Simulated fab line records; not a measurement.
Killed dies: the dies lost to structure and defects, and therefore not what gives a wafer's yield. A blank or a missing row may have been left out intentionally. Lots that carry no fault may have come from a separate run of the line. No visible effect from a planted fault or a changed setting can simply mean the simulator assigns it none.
One fault seen from 2 desks | flow gf180mcu | each desk has only its own numbers; what lay behind them comes last

FROM THE METROLOGY DESK
What the gauges read for every lot (on any tool): the sampled wafers with a number, averaged. Marked OUT: a lot whose mean sits more than 4 standard deviations from the usual mean, which makes it out of limits; the brackets give that distance.
Columns: A = MIM_CVD_05_THK at GF_MIM_THK_MEAS_06, usual 42.0 nm; B = TOP_METAL_ALCU_RS at GF_TOP_METAL_RS_MEAS_05, usual 0.0326 ohm/sq
lot  | first seen here | A    | B
L283 | day 24 12:07    | 42.2 | 0.0331
L284 | day 24 20:27    | 42.2 | 0.0328
L285 | day 24 22:27    | 42.4 | 0.0322
L286 | day 25 14:53    | 41.8 | 0.0329
L290 | day 26 14:46    | 41.9 | 0.0321
L292 | day 27 05:17    | 42.0 | 0.0321
L297 | day 29 02:50    | 41.7 | 0.0325
L298 | day 29 08:42    | 42.2 | 0.0324
L299 | day 29 15:49    | 41.7 | 0.0326
L300 | day 29 19:55    | 42.3 | 0.0327
L305 | day 31 11:51    | 41.0 | 0.0320
L306 | day 31 15:07    | 41.9 | 0.0326
This desk's verdict: no lot among the 12 shows anything out of limits.

DESK OF THE TOOL OWNER: cmp-01
The tool's own readings at GF_STI_CMP_25 (polishes, stops on Si3N4, t overpolish 33 s, target thk 524.6 nm): means of the sampled wafers that have a number, for each lot that ran on this tool. Marked OUT: a lot whose mean sits more than 4 standard deviations from the usual mean, which makes it out of limits; the brackets give that distance.
Columns: A = edgeZonePressureFrac at GF_STI_CMP_25, usual 1.000; B = headPressurePsi at GF_STI_CMP_25, usual 4.001 psi; C = motorCurrentA at GF_STI_CMP_25, usual 11.7 A; D = overpolishRunS at GF_STI_CMP_25, usual 32.999 s; E = platenRpm at GF_STI_CMP_25, usual 60.00 rpm; F = timeToEndpointS at GF_STI_CMP_25, usual 121 s
lot  | first seen here | A     | B     | C    | D      | E     | F
L285 | day 2 14:58     | 1.005 | 4.005 | 12.6 | 32.999 | 59.97 | 121
L290 | day 3 15:11     | 0.998 | 3.999 | 11.4 | 33.002 | 60.01 | 123
L305 | day 7 01:41     | 0.997 | 4.010 | 9.9  | 32.999 | 60.05 | 120
L306 | day 7 07:13     | 1.001 | 4.008 | 12.6 | 32.997 | 60.02 | 122
This desk's verdict: no lot among the 4 shows anything out of limits.

ALL TOGETHER
Metrology desk: nothing out of limits seen.
The desk of the tool owner found nothing out of limits.

WHAT THE SIMULATOR HAD INSERTED
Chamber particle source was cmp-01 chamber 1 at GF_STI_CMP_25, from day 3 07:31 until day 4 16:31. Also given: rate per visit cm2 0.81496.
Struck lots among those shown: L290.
